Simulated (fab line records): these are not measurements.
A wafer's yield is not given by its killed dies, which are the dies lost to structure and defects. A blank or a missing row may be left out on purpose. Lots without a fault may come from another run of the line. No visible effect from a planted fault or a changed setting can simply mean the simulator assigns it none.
Which tool was responsible? ; flow gf180mcu ; 11 lots, 33 wafers sampled, at 4 steps of a route of 602

## WHAT THE GAUGES SHOWED, per wafer
GF_V4_CD_MEAS_14 targets a cd of 260 nm.
lot;measured;on;cd-nm (nm)
L806;day 24 14:16;cd-sem-02;257.5 260.1 258.4
L808;day 25 17:12;cd-sem-01;258.8 259.6 258.7
L810;day 26 16:30;cd-sem-02;258.7 260.2 258.7
L813;day 27 00:10;cd-sem-01;255.7 255.9 255.8
L812;day 27 01:39;cd-sem-02;259.7 260.5 258.5
L814;day 27 07:08;cd-sem-01;259.7 259.8 259.3
L817;day 28 09:36;cd-sem-02;261.0 260.4 260.6
L821;day 29 04:37;cd-sem-01;253.0 252.8 252.6 253.0 252.9 252.0
L823;day 29 21:33;cd-sem-01;253.4 253.4 252.9 253.7 253.5 252.7
L826;day 30 20:20;cd-sem-01;257.7 258.3 257.5
L828;day 31 04:42;cd-sem-01;259.7 260.5 259.0

## TOOL THAT RAN EACH LOT (tool first, then ch and the chambers of the sampled wafers, then the start)
lot;GF_M4_STRIP_17;GF_V4_CMP_04;GF_V4_EXPOSE_11
L806;plasma-asher-01 ch 0,1, day 23 15:02;cmp-02 ch 0,2,3, day 23 15:52;krf-scanner-02 ch 0, day 24 03:25
L808;plasma-asher-01 ch 1, day 24 18:22;cmp-01 ch 0,1,3, day 24 19:20;krf-scanner-01 ch 0, day 25 06:15
L810;plasma-asher-04 ch 0,1, day 25 18:28;cmp-01 ch 1,2,3, day 25 19:22;krf-scanner-01 ch 0, day 26 06:06
L813;plasma-asher-03 ch 0,1, day 26 02:37;cmp-02 ch 0,2,3, day 26 03:32;krf-scanner-01 ch 0, day 26 13:54
L812;plasma-asher-03 ch 0,1, day 26 03:34;cmp-01 ch 1,2,3, day 26 04:24;krf-scanner-01 ch 0, day 26 15:12
L814;plasma-asher-03 ch 0,1, day 26 09:44;cmp-02 ch 0,3, day 26 10:29;krf-scanner-01 ch 0, day 26 21:27
L817;plasma-asher-03 ch 0,1, day 27 13:19;cmp-02 ch 0,1,2, day 27 14:16;krf-scanner-02 ch 0, day 28 00:22
L821;plasma-asher-01 ch 1, day 28 07:53;cmp-01 ch 0,2,3, day 28 08:49;krf-scanner-01 ch 0, day 28 19:19
L823;plasma-asher-04 ch 0,1, day 29 01:28;cmp-01 ch 0,2,3, day 29 02:16;krf-scanner-01 ch 0, day 29 12:53
L826;plasma-asher-03 ch 0,1, day 30 00:37;cmp-01 ch 2,3, day 30 01:42;krf-scanner-02 ch 0, day 30 11:32
L828;plasma-asher-04 ch 0,1, day 30 09:37;cmp-01 ch 0,1,2, day 30 10:31;krf-scanner-02 ch 0, day 30 20:07
- GF_M4_STRIP_17: strips in O2/N2.
- GF_V4_CMP_04: polishes SiO2.
- GF_V4_EXPOSE_11: exposes mask Via4, target cd 260 nm.

## WHAT THE TOOLS THEMSELVES READ (means of the sampled wafers that have a number; where no wafer has one, the mark that the record gives instead)
GF_M4_STRIP_17.
lot;tool;drypump-motor-current-A (A);heater-power-w (W);oes-product-au (a.u.);strip-time-to-endpoint-s (s)
L806;plasma-asher-01;5.4;344;0.543;7.44
L808;plasma-asher-01;5.7;390;0.543;7.45
L810;plasma-asher-04;5.9;342;0.536;7.42
L813;plasma-asher-03;5.6;364;0.532;7.32
L812;plasma-asher-03;5.7;364;0.540;7.40
L814;plasma-asher-03;5.6;363;0.536;7.33
L817;plasma-asher-03;5.5;368;0.543;7.51
L821;plasma-asher-01;5.7;389;0.545;7.47
L823;plasma-asher-04;5.9;342;0.535;7.34
L826;plasma-asher-03;5.7;363;0.537;7.46
L828;plasma-asher-04;5.4;358;0.540;7.38

GF_V4_CMP_04.
lot;tool;head-pressure-psi (psi);motor-current-A (A);retaining-ring-pressure-frac;time-to-endpoint-s (s)
L806;cmp-02;3.995;12.7;0.997;81
L808;cmp-01;4.003;12.1;0.994;84
L810;cmp-01;4.002;12.5;1.001;77
L813;cmp-02;4.014;12.3;1.001;80
L812;cmp-01;4.000;12.2;1.001;77
L814;cmp-02;3.992;12.8;1.000;84
L817;cmp-02;3.999;11.2;0.998;84
L821;cmp-01;3.991;11.1;1.006;79
L823;cmp-01;4.001;11.4;1.010;79
L826;cmp-01;3.992;11.4;1.001;76
L828;cmp-01;4.002;12.0;1.002;80

GF_V4_EXPOSE_11.
lot;tool;exposure-dose-mJ-cm2
L806;krf-scanner-02;37.93
L808;krf-scanner-01;38.03
L810;krf-scanner-01;37.99
L813;krf-scanner-01;38.00
L812;krf-scanner-01;37.92
L814;krf-scanner-01;37.93
L817;krf-scanner-02;37.96
L821;krf-scanner-01;36.14
L823;krf-scanner-01;36.53
L826;krf-scanner-02;37.90
L828;krf-scanner-02;37.89

## THE ANSWER, worked out from the rows above alone
Rule: the lots themselves supply what counts as usual. Put in order of their means at a reading, lots are off if they are a third of the lots or fewer, leave a main group of 4 or more, and stand apart from it by a gap of 3 or more times the standard deviation of the main group's means; of several such gaps the widest counts. A main group is skipped when, at the precision printed for the reading in the tables above, its means are all equal. Also off: a lot with no number at a reading for which 4 or more lots have one. Any other lot the step has rows for is counted as sound. After the gauges, taken in route order, come the tools' own readings; for these a lot's mean is taken, as printed above. At the first step where some lot is off, the reading lying furthest off is the one used; lots without a number count as furthest.
Off: L821, L823, at GF_V4_EXPOSE_11 (exposure-dose-mJ-cm2). The main group has a mean of 37.95 with a standard deviation of 0.045.
If a tool, at that step or one of the process steps before it, ran each lot that is off and ran no sound lot following the first of them, it fits. One fits: GF_V4_EXPOSE_11 on krf-scanner-01. Its last sound lot is L814 (day 26 21:27), its first lot that is off L821 (day 28 19:19): a fault that began between those two fits.
The tool's own readings at GF_V4_EXPOSE_11 bear it out: on the lots that are off they differ by more than 5 times the standard deviation of the sound lots' means. exposure-dose-mJ-cm2 reads 36.34 there against 37.95 on the sound lots.

## WHAT WAS PUT IN BY THE SIMULATOR
Process parameter drift: krf-scanner-01, from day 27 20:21 on, at GF_V4_EXPOSE_11. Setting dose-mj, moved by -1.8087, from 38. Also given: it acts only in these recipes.
Struck lots among those shown: L821, L823. The rule above found the same.
